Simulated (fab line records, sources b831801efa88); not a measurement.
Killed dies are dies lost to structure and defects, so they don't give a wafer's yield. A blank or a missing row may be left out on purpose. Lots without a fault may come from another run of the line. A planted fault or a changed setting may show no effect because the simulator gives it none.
Which tool did it? | flow sky130 | 24 lots, 72 wafers sampled, at 3 steps of a route of 708

WHAT THE GAUGES READ, wafer by wafer
SKY_METAL4_OVL_MEAS_14. Usual: METAL4_OVL -1 nm, standard deviation 5.4.
lot  | measured     | on         | METAL4_OVL (nm) | flag
L074 | day 41 12:05 | overlay-01 | -2 -5 -3        |
L075 | day 41 18:41 | overlay-02 | 4 3 7           |
L076 | day 42 02:50 | overlay-01 | 2 2 -7          |
L077 | day 42 10:20 | overlay-02 | -8 -9 -13       |
L078 | day 42 20:26 | overlay-02 | 5 2 2           |
L079 | day 43 01:41 | overlay-02 | 1 7 8           |
L080 | day 43 09:02 | overlay-01 | 1 8 9           |
L081 | day 43 19:59 | overlay-01 | 3 10 4          |
L082 | day 44 12:26 | overlay-01 | 12 7 3          |
L085 | day 45 00:53 | overlay-01 | -6 -3 -5        |
L084 | day 45 01:44 | overlay-01 | -1 -12 -6       |
L083 | day 45 03:17 | overlay-01 | -5 -10 -11      |
L086 | day 45 10:45 | overlay-01 | -2 -4 -5        |
L087 | day 45 11:50 | overlay-01 | 2 3 4           |
L088 | day 45 12:50 | overlay-02 | -3 -4 2         |
L089 | day 45 22:22 | overlay-02 | 2 3 -2          |
L090 | day 46 03:44 | overlay-01 | 0 -1 -3         |
L091 | day 46 06:08 | overlay-01 | 0 -1 -9         |
L092 | day 46 20:53 | overlay-01 | -3 3 3          |
L093 | day 46 22:14 | overlay-02 | 3 -1 10         |
L094 | day 46 23:11 | overlay-02 | -4 -7 -7        |
L095 | day 47 04:50 | overlay-01 | 0 1 -1          |
L096 | day 47 13:17 | overlay-02 | -3 -2 -5        |
L097 | day 47 19:20 | overlay-01 | -4 2 -1         |

WHICH TOOL RAN EACH LOT (tool, then ch and the chambers of the sampled wafers, then the start)
lot  | SKY_METAL3_SPUTTER_02        | SKY_VIA3_CMP_24
L074 | pvd_sputter-02, day 36 03:26 | cmp-02 ch 1,2, day 39 11:17
L075 | pvd_sputter-03, day 36 07:44 | cmp-02 ch 0,1,2, day 39 17:05
L076 | pvd_sputter-02, day 36 18:35 | cmp-01 ch 1,2,3, day 40 01:40
L077 | pvd_sputter-02, day 37 03:10 | cmp-01 ch 0,1,2, day 40 09:33
L078 | pvd_sputter-04, day 37 13:26 | cmp-01 ch 1,2,3, day 40 19:24
L079 | pvd_sputter-02, day 37 19:11 | cmp-01 ch 0,1,2, day 41 01:29
L080 | pvd_sputter-02, day 38 04:32 | cmp-02 ch 0,2,3, day 41 08:50
L081 | pvd_sputter-02, day 38 15:19 | cmp-01 ch 1,2,3, day 41 20:13
L082 | pvd_sputter-02, day 39 11:53 | cmp-01 ch 0,2,3, day 42 14:19
L085 | pvd_sputter-02, day 39 23:54 | cmp-02 ch 0,1,2, day 43 02:50
L084 | pvd_sputter-02, day 40 01:35 | cmp-02 ch 0,3, day 43 04:05
L083 | pvd_sputter-04, day 40 03:36 | cmp-01 ch 1,2,3, day 43 05:55
L086 | pvd_sputter-04, day 40 09:38 | cmp-01 ch 1,2,3, day 43 13:27
L087 | pvd_sputter-03, day 40 11:11 | cmp-02 ch 0,1,2, day 43 13:35
L088 | pvd_sputter-04, day 40 15:35 | cmp-01 ch 0,2, day 43 17:02
L089 | pvd_sputter-03, day 41 01:29 | cmp-01 ch 0,2,3, day 44 02:35
L090 | pvd_sputter-03, day 41 08:10 | cmp-01 ch 1,2, day 44 08:20
L091 | pvd_sputter-02, day 41 10:20 | cmp-01 ch 1,2,3, day 44 10:10
L092 | pvd_sputter-04, day 42 03:56 | cmp-01 ch 0,1,2, day 45 02:44
L093 | pvd_sputter-02, day 42 04:59 | cmp-02 ch 0,2,3, day 45 04:06
L094 | pvd_sputter-02, day 42 05:55 | cmp-02 ch 0,2, day 45 04:56
L095 | pvd_sputter-03, day 42 13:07 | cmp-01 ch 0,1, day 45 11:46
L096 | pvd_sputter-03, day 42 20:32 | cmp-01 ch 1,3, day 45 19:33
L097 | pvd_sputter-03, day 43 05:06 | cmp-01 ch 0,1,3, day 46 01:23
- SKY_METAL3_SPUTTER_02: material AlCu, target thk 735 nm, time 39.1 s.
- SKY_VIA3_CMP_24: polishes, stops on SiO2, t overpolish 20 s, target thk 0 nm.

WHAT THE TOOLS THEMSELVES READ (means of the sampled wafers that have a number; where no wafer has one, the mark that the record gives instead)
SKY_METAL3_SPUTTER_02. Usual: throttle_valve_pct 30.3 %, standard deviation 0.9.
lot  | tool           | throttle_valve_pct (%) | flag
L074 | pvd_sputter-02 | 30.3                   |
L075 | pvd_sputter-03 | 30.4                   |
L076 | pvd_sputter-02 | 30.2                   |
L077 | pvd_sputter-02 | 30.5                   |
L078 | pvd_sputter-04 | 30.2                   |
L079 | pvd_sputter-02 | 30.7                   |
L080 | pvd_sputter-02 | 31.1                   |
L081 | pvd_sputter-02 | 30.8                   |
L082 | pvd_sputter-02 | 30.8                   |
L085 | pvd_sputter-02 | 30.8                   |
L084 | pvd_sputter-02 | 30.4                   |
L083 | pvd_sputter-04 | 29.9                   |
L086 | pvd_sputter-04 | 29.6                   |
L087 | pvd_sputter-03 | 30.4                   |
L088 | pvd_sputter-04 | 29.8                   |
L089 | pvd_sputter-03 | 30.5                   |
L090 | pvd_sputter-03 | 30.3                   |
L091 | pvd_sputter-02 | 30.3                   |
L092 | pvd_sputter-04 | 29.1                   |
L093 | pvd_sputter-02 | 30.4                   |
L094 | pvd_sputter-02 | 30.1                   |
L095 | pvd_sputter-03 | 29.8                   |
L096 | pvd_sputter-03 | 30.8                   |
L097 | pvd_sputter-03 | 31.0                   |

SKY_VIA3_CMP_24. Usual: motor_current_A 10.9 A, standard deviation 1.4; overpolish_run_s 19.999 s, standard deviation 0.008; time_to_endpoint_s 92 s, standard deviation 3.7.
lot  | tool   | motor_current_A (A) | overpolish_run_s (s) | time_to_endpoint_s (s) | flag
L074 | cmp-02 | 11.5                | 19.992               | 90                     |
L075 | cmp-02 | 12.7                | 19.999               | 92                     |
L076 | cmp-01 | 10.8                | 20.007               | 96                     |
L077 | cmp-01 | 10.7                | 19.994               | 91                     |
L078 | cmp-01 | 10.3                | 20.000               | 94                     |
L079 | cmp-01 | 10.3                | 20.000               | 90                     |
L080 | cmp-02 | 11.2                | 20.000               | 85                     |
L081 | cmp-01 | 10.3                | 19.993               | 89                     |
L082 | cmp-01 | 11.0                | 20.003               | 89                     |
L085 | cmp-02 | 12.9                | 20.005               | 91                     |
L084 | cmp-02 | 11.0                | 19.997               | 95                     |
L083 | cmp-01 | 10.2                | 19.997               | 95                     |
L086 | cmp-01 | 10.5                | 19.998               | 94                     |
L087 | cmp-02 | 12.7                | 19.998               | 99                     |
L088 | cmp-01 | 11.0                | 19.993               | 89                     |
L089 | cmp-01 | 11.0                | 20.005               | 87                     |
L090 | cmp-01 | 10.2                | 20.001               | 95                     |
L091 | cmp-01 | 10.6                | 20.003               | 94                     |
L092 | cmp-01 | 10.6                | 19.993               | 92                     |
L093 | cmp-02 | 11.2                | 19.998               | 95                     |
L094 | cmp-02 | 11.3                | 20.000               | 94                     |
L095 | cmp-01 | 10.7                | 19.999               | 92                     |
L096 | cmp-01 | 9.8                 | 20.000               | 91                     |
L097 | cmp-01 | 10.3                | 19.999               | 94                     |

THE ANSWER, worked out from the rows above alone
Rule: a lot is off if the mean of its wafers that have a number lies more than 3 standard deviations from the usual mean. A lot without any number at a reading at which 4 lots or more have one is off too. The other lots that the step has rows for count as sound. The gauges are gone through in route order, then the tools' own readings, and for those a lot's mean is taken as printed above. The first step at which some lot is off is used, and at that step the reading that is off furthest; a lot without a number counts as furthest.
No lot is off at any reading shown: from this, nothing can be told.

WHAT THE SIMULATOR HAD PUT IN
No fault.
